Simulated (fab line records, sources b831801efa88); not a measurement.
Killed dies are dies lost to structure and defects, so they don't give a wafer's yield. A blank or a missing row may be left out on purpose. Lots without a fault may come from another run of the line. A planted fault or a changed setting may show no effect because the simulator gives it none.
Split-lot experiment | flow sfq_line | 5 lots, 23 wafers read, on a route of 325 steps

THE SPLIT
At SFQ_TRILAYER_I3_VIA_LITHO_COAT_085 (resist thk 650 nm), the setting resist_thk_nm was moved away from the recipe's 650 nm on 7 of the 23 wafers read, by -2.4% to +4.1%. The other wafers ran this setting at the recipe's value.

The file shows no step between the split and the reading.

THE READING
KrF_of_TRILAYER_I3_VIA_LITHO_COAT_085.thk_nm (the simulator's own value, which no gauge read), in nm, at SFQ_TRILAYER_I3_VIA_BARC_OPEN_VIA_ETCH_121 (etches BARC in O2, target depth 125 nm, time 41.7 s). The file gives no usual value for it. The 16 wafers here that ran the recipe average 572.2 nm, standard deviation 3.3 nm.

wafer  | tool, chamber at the split | resist_thk_nm as run, nm | against the recipe | KrF_of_TRILAYER_I3_VIA_LITHO_COAT_085.thk_nm, nm | against lot-mates on the recipe
L075.1 | litho_track-01, 0          | 650                      | recipe             | 568.2                                            | -
L075.2 | litho_track-01, 0          | 650                      | recipe             | 566.2                                            | -
L075.3 | litho_track-01, 0          | 650                      | recipe             | 571.1                                            | -
L075.4 | litho_track-01, 0          | 650                      | recipe             | 565.7                                            | -
L075.5 | litho_track-01, 0          | 650                      | recipe             | 570.7                                            | -
L076.1 | litho_track-02, 0          | 650                      | recipe             | 571.8                                            | -
L076.2 | litho_track-02, 0          | 650                      | recipe             | 574                                              | -
L076.3 | litho_track-02, 0          | 676.4                    | +4.1%              | 601.9                                            | +29.0
L076.4 | litho_track-02, 0          | 650                      | recipe             | 572.8                                            | -
L076.5 | litho_track-02, 0          | 676.4                    | +4.1%              | 601.7                                            | +28.8
L079.1 | litho_track-01, 0          | 650                      | recipe             | 570.7                                            | -
L079.3 | litho_track-01, 0          | 650                      | recipe             | 572.2                                            | -
L079.4 | litho_track-01, 0          | 634.3                    | -2.4%              | 562.6                                            | -8.9
L079.5 | litho_track-01, 0          | 634.3                    | -2.4%              | 556.9                                            | -14.6
L079.6 | litho_track-01, 0          | 634.3                    | -2.4%              | 563.7                                            | -7.8
L082.1 | litho_track-02, 0          | 650                      | recipe             | 575.3                                            | -
L082.2 | litho_track-02, 0          | 650                      | recipe             | 573.4                                            | -
L082.4 | litho_track-02, 0          | 650                      | recipe             | 576.9                                            | -
L085.1 | litho_track-02, 0          | 671.9                    | +3.4%              | 596.8                                            | +21.4
L085.2 | litho_track-02, 0          | 650                      | recipe             | 577.1                                            | -
L085.3 | litho_track-02, 0          | 650                      | recipe             | 575.6                                            | -
L085.4 | litho_track-02, 0          | 671.9                    | +3.4%              | 594.2                                            | +18.8
L085.6 | litho_track-02, 0          | 650                      | recipe             | 573.4                                            | -

THE FIT
A straight line over all 23 wafers: KrF_of_TRILAYER_I3_VIA_LITHO_COAT_085.thk_nm changes by +6.43 nm for each +1% of resist_thk_nm; r = +0.96; the points scatter about the line by 3.6 nm.
The same after taking each lot's own level away (the mean of its wafers on the recipe; 23 wafers): +6 nm for each +1%; r = +0.97; scatter 2.6 nm.
On that fit, the largest move of resist_thk_nm shifts the reading by 24 nm.
The lots' own levels span 568.38 to 575.37 nm, that is 2.1 times the standard deviation above.
So the lot-to-lot level changes the slope little: the two slopes agree.
Check: with one of the wafers moved furthest among these (+4.1%) left out of the fit, the line predicts +24.1 nm for it against its lot-mates. It came out at +29 nm against them.

OTHER SPLITS ON THESE WAFERS
These wafers also went through other splits before the reading. Each is held against what the fit with the lots' levels taken away leaves over:
other split on the same wafers                    | wafers away from the commonest value | r with KrF_of_TRILAYER_I3_VIA_LITHO_COAT_085.thk_nm (lot level and that fit taken away)
SFQ_TRILAYER_I1_VIA_BARC_OPEN_VIA_ETCH_071 time_s | 5                                    | +0.04
SFQ_TRILAYER_M2_LITHO_COAT_057 resist_thk_nm      | 11                                   | +0.03
SFQ_TRILAYER_M2_BARC_OPEN_METAL_ETCH_077 bias_w   | 8                                    | +0.04
SFQ_TRILAYER_I2_VIA_LITHO_COAT_072 spin_rpm       | 4                                    | -0.18
SFQ_TRILAYER_I2_VIA_LITHO_COAT_067 spin_rpm       | 5                                    | +0.03
SFQ_TRILAYER_I2_VIA_BARC_OPEN_VIA_ETCH_096 time_s | 7                                    | +0.02
SFQ_TRILAYER_M3_LITHO_COAT_075 resist_thk_nm      | 5                                    | -0.07
SFQ_TRILAYER_M3_BARC_OPEN_METAL_ETCH_100 bias_w   | 5                                    | +0.17

THE WHOLE CHAIN: every reading that the file lists as answering this split, in the file's order
step                                       | what it does                                        | reading                                                                                       | change (the file's fit)              | r (the file's)
SFQ_TRILAYER_I3_VIA_LITHO_COAT_085         | resist thk 650 nm                                   | KrF_of_TRILAYER_I3_VIA_LITHO_COAT_085.thk_nm (the simulator's own value, which no gauge read) | +6.32 nm for each +1% of the setting | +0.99
SFQ_TRILAYER_I3_VIA_BARC_OPEN_VIA_ETCH_121 | etches BARC in O2, target depth 125 nm, time 41.7 s | KrF_of_TRILAYER_I3_VIA_LITHO_COAT_085.thk_nm (the simulator's own value, which no gauge read) | +6.24 nm for each +1% of the setting | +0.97

THE FILE'S OWN FIT
KrF_of_TRILAYER_I3_VIA_LITHO_COAT_085.thk_nm changes by +6.24 nm for each +1% of resist_thk_nm, r = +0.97.
